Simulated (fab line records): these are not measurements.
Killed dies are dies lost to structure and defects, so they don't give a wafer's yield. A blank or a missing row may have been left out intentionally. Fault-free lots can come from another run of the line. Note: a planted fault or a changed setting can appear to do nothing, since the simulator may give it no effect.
fab line records | flow sky130
record: lots: 12 | wafers: 36 | last-day: 50
route steps=708 shown METAL1@454 CAPM@541 METAL3@566 CAP2M@603 PAD_OPEN@708
lots with no fault: from the same line, run without faults
start-h: the number of hours between the record's first day and the start of the first shown wafer of the lot | wait-h: how many hours have passed since the lot's step before this one | " same as the row above | L1.1+2: a row that stands for several wafers | - either no value or no given start | * or withheld: withheld | < > ~ a bound
route shown NAME@n: a module of which the file shows steps, and the number in the route of the first | usual: average and standard deviation across the fault-free wafers | same: alike in all rows | chamber/n: place in a boat | sites: each site's reading | _std_site: the values' standard deviation | _edge_site: mean of outer sites minus mean of inner sites | radius-mm: for every site, how far away it sits from the centre of the wafer | mask NAME#n: copy n | behind: the tool/chamber that last shaped the wafer | hold: what put the lot on hold/how long, in hours/how the hold closed | device: transistor that didn't switch, given as n, p or np | end of line: tests run on the same wafers once the route is complete | step lacking rows: just its recipe | killed: at the first sort, the dies lost to defects and structure; wafer yield is something else | map: a wafer's dies, marking killed ones x, the rest . and places with no die _
set.NAME: the run value of the setting; set.NAME@STEP: its run value at that earlier step | model.NAME: the simulator's own value behind a step, which no gauge read
steps of the route over a sample of lots; a table a step, a row a wafer
services: a tool's chamber out of use, with start hour (start-h, from the record's first day; less than 0 if before it), hours out, and reason
== steps ==
step: SKY_METAL1_STRIP_20
recipe: chemistry: O2/N2 | power-w: 1400 | pressure-mtorr: 1500 | platen-temp-c: withheld | o2-flow-sccm: 3000 | n2-flow-sccm: 300 | overash-fraction: 0.5
usual: drypump-motor-current-A: 5.17/0.26 | o2-flow-sccm: 3000/9.9 | oes-product-au: 0.343/0.0052 | strip-time-to-endpoint-s: 2.71/0.037
lot.wafer | tool            | chamber | start-h | wait-h | drypump-motor-current-A | o2-flow-sccm | oes-product-au | rf-hours-counter-h | strip-time-to-endpoint-s
L557.3    | plasma-asher-01 | 0       | 772.18  | 0.1    | 5.07                    | 2985         | 0.337          | -                  | 2.67
L557.5    | "               | 1       | "       | "      | 5.03                    | 3005         | 0.340          | -                  | 2.62
L557.6    | "               | 0       | "       | "      | 5.08                    | 3001         | 0.338          | -                  | 2.71
L558.2    | plasma-asher-02 | 0       | 773.22  | 0.1    | 4.94                    | 3009         | 0.349          | 97                 | 2.71
L558.3    | "               | 0       | "       | "      | 4.93                    | 3015         | 0.342          | -                  | 2.71
L558.5    | "               | 1       | "       | "      | 5.66                    | 3003         | 0.358          | -                  | 2.74
L559.1    | plasma-asher-04 | 0       | 782.45  | 0.1    | 5.10                    | 2998         | 0.340          | 61                 | 2.69
L559.3    | "               | 1       | "       | "      | 5.43                    | 2999         | 0.352          | -                  | 2.70
L559.4    | "               | 0       | "       | "      | 5.13                    | 3007         | 0.345          | -                  | 2.75
L560.2    | plasma-asher-02 | 1       | 784.07  | 0.1    | 5.65                    | 2995         | 0.342          | 98                 | 2.74
L560.3    | "               | 0       | "       | "      | 4.94                    | 3003         | 0.344          | -                  | 2.70
L560.4    | "               | 1       | "       | "      | 5.66                    | 3007         | 0.342          | -                  | 2.77
L561.1    | plasma-asher-01 | 0       | 801.45  | 0.1    | 5.08                    | 3002         | 0.342          | 38                 | 2.71
L561.2    | "               | 1       | "       | "      | 5.02                    | 2993         | 0.336          | 38                 | 2.69
L561.6    | "               | 1       | "       | "      | 5.01                    | 3003         | 0.337          | -                  | 2.69
L562.1    | plasma-asher-02 | 1       | 802.35  | 0.1    | 5.67                    | 2984         | 0.343          | 100                | 2.69
L562.5    | "               | 0       | "       | "      | 4.96                    | 3001         | 0.349          | -                  | 2.72
L562.6    | "               | 1       | "       | "      | 5.66                    | 2983         | 0.347          | -                  | 2.76
L563.1    | plasma-asher-01 | 0       | 817.47  | 0.1    | 5.08                    | 3014         | 0.338          | 40                 | 2.63
L563.2    | "               | 1       | "       | "      | 5.01                    | 2994         | 0.343          | 40                 | 2.70
L563.5    | "               | 0       | "       | "      | 5.08                    | 3006         | 0.334          | -                  | 2.68
L565.3    | plasma-asher-01 | 0       | 828.02  | 0.1    | 5.05                    | 2988         | 0.341          | -                  | 2.68
L565.4    | "               | 1       | "       | "      | 5.02                    | 3002         | 0.334          | -                  | 2.65
L565.6    | "               | 0       | "       | "      | 5.07                    | 2997         | 0.350          | -                  | 2.69
L573.2    | plasma-asher-02 | 1       | 886.60  | 0.1    | 5.67                    | 2989         | 0.344          | 109                | 2.66
L573.3    | "               | 0       | "       | "      | 4.95                    | 2992         | 0.341          | -                  | 2.73
L573.6    | "               | 0       | "       | "      | 4.95                    | 2999         | 0.344          | -                  | 2.72
L574.2    | plasma-asher-02 | 0       | 897.71  | 0.1    | 4.93                    | 2994         | 0.344          | 110                | 2.70
L574.3    | "               | 0       | "       | "      | 4.95                    | 3005         | 0.341          | -                  | 2.72
L574.5    | "               | 1       | "       | "      | 5.68                    | 2981         | 0.340          | -                  | 2.67
L578.1    | plasma-asher-01 | 1       | 921.86  | 0.1    | 5.01                    | 2981         | 0.338          | 51                 | 2.70
L578.2    | "               | 0       | "       | "      | 5.08                    | 2998         | 0.342          | 51                 | 2.71
L578.5    | "               | 1       | "       | "      | 5.03                    | 2997         | 0.346          | -                  | 2.71
L580.2    | plasma-asher-04 | 1       | 932.55  | 0.1    | 5.35                    | 2990         | 0.347          | 76                 | 2.69
L580.4    | "               | 0       | "       | "      | 5.11                    | 2998         | 0.354          | -                  | 2.70
L580.5    | "               | 1       | "       | "      | 5.36                    | 3001         | 0.340          | -                  | 2.67
step: SKY_CAPM_THK_MEAS_04
recipe: thk-meas-gauge: xrf | reads: TiN_of_CAPM_SPUTTER_02
usual: CAPM_TIN_THK: 200.9/2.1
lot.wafer | tool          | chamber | start-h | wait-h | CAPM_TIN_THK[nm]
L557.3    | film-metro-01 | -       | 857.81  | 0.1    | 199.0
L557.5    | "             | -       | "       | "      | 199.1
L557.6    | "             | -       | "       | "      | 197.9
L558.2    | film-metro-01 | -       | 858.16  | 0.1    | 199.3
L558.3    | "             | -       | "       | "      | 200.9
L558.5    | "             | -       | "       | "      | 199.1
L559.1    | film-metro-01 | -       | 866.94  | 0.1    | 202.1
L559.3    | "             | -       | "       | "      | 200.8
L559.4    | "             | -       | "       | "      | 202.2
L560.2    | film-metro-01 | -       | 868.22  | 0.1    | 201.3
L560.3    | "             | -       | "       | "      | 200.3
L560.4    | "             | -       | "       | "      | 202.0
L561.1    | film-metro-02 | -       | 886.45  | 0.1    | 200.2
L561.2    | "             | -       | "       | "      | 198.6
L561.6    | "             | -       | "       | "      | 196.2
L562.1    | film-metro-02 | -       | 887.54  | 0.1    | 204.4
L562.5    | "             | -       | "       | "      | 203.5
L562.6    | "             | -       | "       | "      | 202.0
L563.1    | film-metro-01 | -       | 901.01  | 0.1    | 199.6
L563.2    | "             | -       | "       | "      | 198.9
L563.5    | "             | -       | "       | "      | 200.4
L565.3    | film-metro-02 | -       | 910.41  | 0.1    | 199.3
L565.4    | "             | -       | "       | "      | 199.7
L565.6    | "             | -       | "       | "      | 201.0
L573.2    | film-metro-02 | -       | 967.38  | 0.1    | 201.2
L573.3    | "             | -       | "       | "      | 200.4
L573.6    | "             | -       | "       | "      | 200.5
L574.2    | film-metro-01 | -       | 977.17  | 0.1    | 200.8
L574.3    | "             | -       | "       | "      | 201.8
L574.5    | "             | -       | "       | "      | 200.2
L578.1    | film-metro-03 | -       | 1000.47 | 0.1    | 197.2
L578.2    | "             | -       | "       | "      | 196.8
L578.5    | "             | -       | "       | "      | 195.8
L580.2    | film-metro-01 | -       | 1010.74 | 0.1    | 204.7
L580.4    | "             | -       | "       | "      | 203.8
L580.5    | "             | -       | "       | "      | 203.4
step: SKY_METAL3_ETCH_16
recipe: chemistry: N2/H2 | target: BARC | ion-energy-ev: 200 | bias-w: 100 | pressure-mtorr: 30 | n2-flow-sccm: 100 | h2-flow-sccm: 200 | icp-w: 500 | stop-on: SiO2 | time-s: 88.2 | target-depth-a: 600
usual: drypump-motor-current-A: 5.7/0.33 | oes-product-au: 0.625/0.0049 | throttle-valve-pct: 13.204/0.0092
same: time-s: 88.2
lot.wafer | tool         | chamber | start-h | wait-h | drypump-motor-current-A | oes-product-au | rf-hours-counter-h | throttle-valve-pct
L557.3    | rie-metal-02 | 0       | 909.27  | 0.0    | 6.2                     | 0.628          | -                  | 13.191
L557.5    | "            | 1       | "       | "      | 6.1                     | 0.627          | -                  | 13.198
L557.6    | "            | 0       | "       | "      | 6.2                     | 0.632          | -                  | 13.212
L558.2    | rie-metal-04 | 0       | 909.36  | 0.0    | 5.3                     | 0.643          | 12                 | 13.208
L558.3    | "            | 0       | "       | "      | 5.3                     | 0.630          | -                  | 13.210
L558.5    | "            | 1       | "       | "      | 5.6                     | 0.622          | -                  | 13.217
L559.1    | rie-metal-03 | 1       | 919.20  | 0.0    | 5.4                     | 0.623          | 14                 | 13.199
L559.3    | "            | 0       | "       | "      | 5.5                     | 0.621          | -                  | 13.194
L559.4    | "            | 1       | "       | "      | 5.5                     | 0.624          | -                  | 13.203
L560.2    | rie-metal-02 | 0       | 919.43  | 0.0    | 6.2                     | 0.624          | 8                  | 13.199
L560.3    | "            | 1       | "       | "      | 6.1                     | 0.624          | -                  | 13.210
L560.4    | "            | 0       | "       | "      | 6.2                     | 0.622          | -                  | 13.207
L561.1    | rie-metal-04 | 0       | 936.85  | 0.0    | 5.3                     | 0.617          | 13                 | 13.204
L561.2    | "            | 1       | "       | "      | 5.6                     | 0.628          | 10                 | 13.201
L561.6    | "            | 0       | "       | "      | 5.3                     | 0.619          | -                  | 13.206
L562.1    | rie-metal-03 | 1       | 938.30  | 0.0    | 5.5                     | 0.626          | 15                 | 13.215
L562.5    | "            | 0       | "       | "      | 5.5                     | 0.616          | -                  | 13.203
L562.6    | "            | 1       | "       | "      | 5.5                     | 0.619          | -                  | 13.198
L563.1    | rie-metal-04 | 1       | 951.36  | 0.0    | 5.6                     | 0.627          | 11                 | 13.188
L563.2    | "            | 0       | "       | "      | 5.3                     | 0.625          | 14                 | 13.181
L563.5    | "            | 1       | "       | "      | 5.6                     | 0.629          | -                  | 13.200
L565.3    | rie-metal-02 | 1       | 959.35  | 0.0    | 6.1                     | 0.623          | -                  | 13.200
L565.4    | "            | 0       | "       | "      | 6.2                     | 0.633          | -                  | 13.195
L565.6    | "            | 0       | "       | "      | 6.2                     | 0.627          | -                  | 13.201
L573.2    | rie-metal-02 | 0       | 1014.61 | 0.0    | 6.2                     | 0.625          | 12                 | 13.196
L573.3    | "            | 1       | "       | "      | 6.1                     | 0.622          | -                  | 13.215
L573.6    | "            | 0       | "       | "      | 6.2                     | 0.633          | -                  | 13.199
L574.2    | rie-metal-03 | 1       | 1023.56 | 0.0    | 5.5                     | 0.620          | 19                 | 13.204
L574.3    | "            | 0       | "       | "      | 5.5                     | 0.628          | -                  | 13.201
L574.5    | "            | 0       | "       | "      | 5.5                     | 0.624          | -                  | 13.202
L578.1    | rie-metal-03 | 0       | 1046.02 | 0.0    | 5.5                     | 0.631          | 9                  | 13.223
L578.2    | "            | 1       | "       | "      | 5.5                     | 0.627          | 21                 | 13.195
L578.5    | "            | 1       | "       | "      | 5.5                     | 0.626          | -                  | 13.203
L580.2    | rie-metal-04 | 1       | 1056.36 | 0.0    | 5.6                     | 0.617          | 18                 | 13.209
L580.4    | "            | 1       | "       | "      | 5.6                     | 0.629          | -                  | 13.199
L580.5    | "            | 1       | "       | "      | 5.7                     | 0.632          | -                  | 13.200
step: SKY_CAP2M_CVD_00
recipe: material: SiO2 | target-thk-nm: 15.5 | temp-c: 400 | time-s: withheld | rf-w: 450
usual: heater-power-w: 738/95
lot.wafer | tool     | chamber | start-h | wait-h | heater-power-w
L557.3    | pecvd-04 | 0       | 937.12  | 0.0    | 547
L557.5    | "        | 1       | "       | "      | 936
L557.6    | "        | 2       | "       | "      | 847
L558.2    | pecvd-03 | 2       | 937.44  | 0.0    | 704
L558.3    | "        | 0       | "       | "      | 737
L558.5    | "        | 0       | "       | "      | 737
L559.1    | pecvd-02 | 2       | 947.43  | 0.0    | 660
L559.3    | "        | 1       | "       | "      | 715
L559.4    | "        | 1       | "       | "      | 716
L560.2    | pecvd-04 | 0       | 947.76  | 0.0    | 651
L560.3    | "        | 1       | "       | "      | 900
L560.4    | "        | 2       | "       | "      | 778
L561.1    | pecvd-03 | 1       | 963.89  | 0.0    | 768
L561.2    | "        | 0       | "       | "      | 632
L561.6    | "        | 0       | "       | "      | 621
L562.1    | pecvd-02 | 1       | 965.29  | 0.0    | 737
L562.5    | "        | 2       | "       | "      | 750
L562.6    | "        | 1       | "       | "      | 726
L563.1    | pecvd-02 | 1       | 977.55  | 0.0    | 704
L563.2    | "        | 0       | "       | "      | 669
L563.5    | "        | 0       | "       | "      | 655
L565.3    | pecvd-02 | 1       | 986.33  | 0.0    | 723
L565.4    | "        | 2       | "       | "      | 734
L565.6    | "        | 0       | "       | "      | 708
L573.2    | pecvd-03 | 0       | 1040.49 | 0.0    | 662
L573.3    | "        | 2       | "       | "      | 704
L573.6    | "        | 0       | "       | "      | 670
L574.2    | pecvd-02 | 1       | 1049.55 | 0.0    | 712
L574.3    | "        | 2       | "       | "      | 759
L574.5    | "        | 0       | "       | "      | 661
L578.1    | pecvd-03 | 0       | 1070.54 | 0.0    | 626
L578.2    | "        | 1       | "       | "      | 869
L578.5    | "        | 0       | "       | "      | 612
L580.2    | pecvd-03 | 0       | 1081.20 | 0.0    | 728
L580.4    | "        | 0       | "       | "      | 707
L580.5    | "        | 1       | "       | "      | 869
step: SKY_PAD_OPEN_PROBE_99
usual: defect-limited-yield: 82.4/2.1 | killed_at_M0_to_M3: 44/7.3 | killed_at_M4_up: 3.0/1.9 | killed-at-contacts: 24/5 | killed-at-front-end: 16/4.5 | killed-at-other: 0.3/0.46 | killed-dies: 87/10 | killed-open: 47/8.3 | killed-short: 39/6.4 | sort_bin_3_pad_short: 0.8/0.43 | sort_bin_5_function: 10.5/1.6 | sort_bin_6_memory: 6.3/1.1 | sort-n-pass: 405/10 | sort-yield-pct: 82.4/2.1
same: gross-dies: 492 | killed-at-back-side: 0 | sort_bin_4_leakage[%]: 0 | sort_bin_8_speed[%]: 0
lot.wafer | tool      | chamber | start-h | wait-h | defect-limited-yield[%] | killed_at_M0_to_M3 | killed_at_M4_up | killed-at-contacts | killed-at-front-end | killed-at-other | killed-dies | killed-open | killed-short | sort_bin_3_pad_short[%] | sort_bin_5_function[%] | sort_bin_6_memory[%] | sort-n-pass | sort-yield-pct[%]
L573.2    | prober-01 | -       | 1166.28 | 0.1    | 74.6                    | 89                 | 2               | 18                 | 15                  | 1               | 125         | 49          | 29           | 3.3                     | 15.2                   | 6.9                  | 367         | 74.6
L573.3    | prober-01 | -       | 1166.33 | 0.2    | 81.5                    | 50                 | 3               | 26                 | 11                  | 1               | 91          | 54          | 37           | 1.0                     | 11.0                   | 6.5                  | 401         | 81.5
L573.6    | prober-01 | -       | 1166.48 | 0.2    | 80.7                    | 54                 | 1               | 28                 | 12                  | 0               | 95          | 56          | 39           | 0.6                     | 11.6                   | 7.1                  | 397         | 80.7
L574.2    | prober-02 | -       | 1173.05 | 0.1    | 81.9                    | 45                 | 7               | 16                 | 21                  | 0               | 89          | 47          | 42           | 0.8                     | 11.0                   | 6.3                  | 403         | 81.9
L574.3    | prober-02 | -       | 1173.10 | 0.2    | 82.7                    | 37                 | 4               | 22                 | 22                  | 0               | 85          | 45          | 40           | 1.4                     | 10.2                   | 5.7                  | 407         | 82.7
L574.5    | prober-02 | -       | 1173.20 | 0.2    | 75.4                    | 84                 | 4               | 18                 | 15                  | 0               | 121         | 32          | 37           | 3.3                     | 16.5                   | 4.9                  | 371         | 75.4
killed by level:class
L573.2 METAL1:unspecified=47 CONTACT:geometric-particle:open=12 VIA3:geometric-particle:open=12 VIA1:geometric-particle:short=6 VIA1:geometric-particle:open=6 METAL2:geometric-particle:short=5 POLY_GATE:geometric-particle:open=4 FIELD_ISO:geometric-particle:short=3
L573.3 VIA1:geometric-particle:open=10 VIA2:geometric-particle:open=10 CONTACT:geometric-particle:short=7 CONTACT:geometric-particle:open=7 METAL1:geometric-particle:short=7 VIA3:geometric-particle:open=7 LI_CONTACT:geometric-particle:open=6 VIA1:geometric-particle:short=5
L573.6 CONTACT:geometric-particle:open=12 VIA1:geometric-particle:open=12 VIA3:geometric-particle:open=9 VIA2:geometric-particle:open=7 METAL1:geometric-particle:short=6 VIA1:geometric-particle:short=6 LI_CONTACT:geometric-particle:open=5 VIA3:geometric-particle:short=4
L574.2 VIA1:geometric-particle:open=10 CONTACT:geometric-particle:open=10 METAL2:geometric-particle:short=8 METAL4:geometric-particle:short=7 POLY_GATE:geometric-particle:open=7 METAL1:geometric-particle:short=6 FIELD_ISO:geometric-particle:short=5 VIA2:geometric-particle:open=4
L574.3 FIELD_ISO:geometric-particle:open=10 VIA2:geometric-particle:open=9 METAL1:geometric-particle:short=9 FIELD_ISO:geometric-particle:short=6 CONTACT:geometric-particle:short=6 CONTACT:geometric-particle:open=6 VIA1:geometric-particle:open=5 VIA1:geometric-particle:short=5
L574.5 METAL1:unspecified=52 METAL2:geometric-particle:short=7 LI_CONTACT:geometric-particle:open=5 LOCAL_INTERCONNECT:geometric-particle:short=5 CONTACT:geometric-particle:short=5 VIA1:geometric-particle:open=5 METAL3:geometric-particle:short=5 POLY_GATE:geometric-particle:open=4
== services ==
tool            | chamber | start-h | hours | kind
rie-metal-02    | 0       | 748.22  | 22.5  | repair
pecvd-03        | 1       | 781.17  | 18.7  | repair
rie-metal-02    | -       | 782.37  | 0.8   | repair
plasma-asher-01 | -       | 800.89  | 0.4   | repair
pecvd-03        | 1       | 812.23  | 4.6   | repair
pecvd-02        | 2       | 824.82  | 2.7   | repair
rie-metal-03    | -       | 887.81  | 0.2   | repair
pecvd-02        | -       | 892.00  | 2.8   | pm
pecvd-02        | -       | 912.26  | 0.3   | repair
plasma-asher-01 | -       | 916.76  | 1.6   | repair
rie-metal-04    | 0       | 963.45  | 5.2   | repair
plasma-asher-02 | -       | 974.25  | 0.9   | repair
rie-metal-02    | 0       | 1000.76 | 2.1   | repair
rie-metal-04    | 0       | 1001.77 | 20.9  | repair
rie-metal-02    | 1       | 1002.37 | 5.3   | repair
plasma-asher-01 | -       | 1012.34 | 2.8   | pm
rie-metal-02    | 1       | 1039.03 | 55.6  | repair
rie-metal-04    | -       | 1041.95 | 0.6   | repair
plasma-asher-02 | -       | 1045.63 | 14.6  | pm
rie-metal-04    | -       | 1051.56 | 2.8   | pm
rie-metal-03    | -       | 1052.97 | 0.3   | repair
plasma-asher-02 | -       | 1060.23 | 9.0   | pm
pecvd-03        | 0       | 1073.84 | 4.2   | repair
pecvd-02        | -       | 1076.26 | 5.5   | pm
== key ==
first-sign: step: SKY_PAD_OPEN_PROBE_99 | reading: killed_at_M0_to_M3 | direction: up | sigmas: 5.8 | usual: 44 | struck: 86
effect: step: SKY_PAD_OPEN_PROBE_99 | reading: sort_bin_3_pad_short | direction: up | sigmas: 5.6 | usual: 0.8 | struck: 3.3
met-at SKY_METAL1_STRIP_20
struck-lots L573,L574
struck-wafers L573.2,L574.5
not-acting-at SKY_CAPM_THK_MEAS_04,SKY_METAL3_ETCH_16,SKY_CAP2M_CVD_00
onset-between 802.35 886.60
fault: kind: chamber-particle-source | tool: plasma-asher-02 | chamber: 1 | onset-h: 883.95 | steps: SKY_METAL1_STRIP_20 | rate-per-visit-cm2: 1.5787 | end-h: 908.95
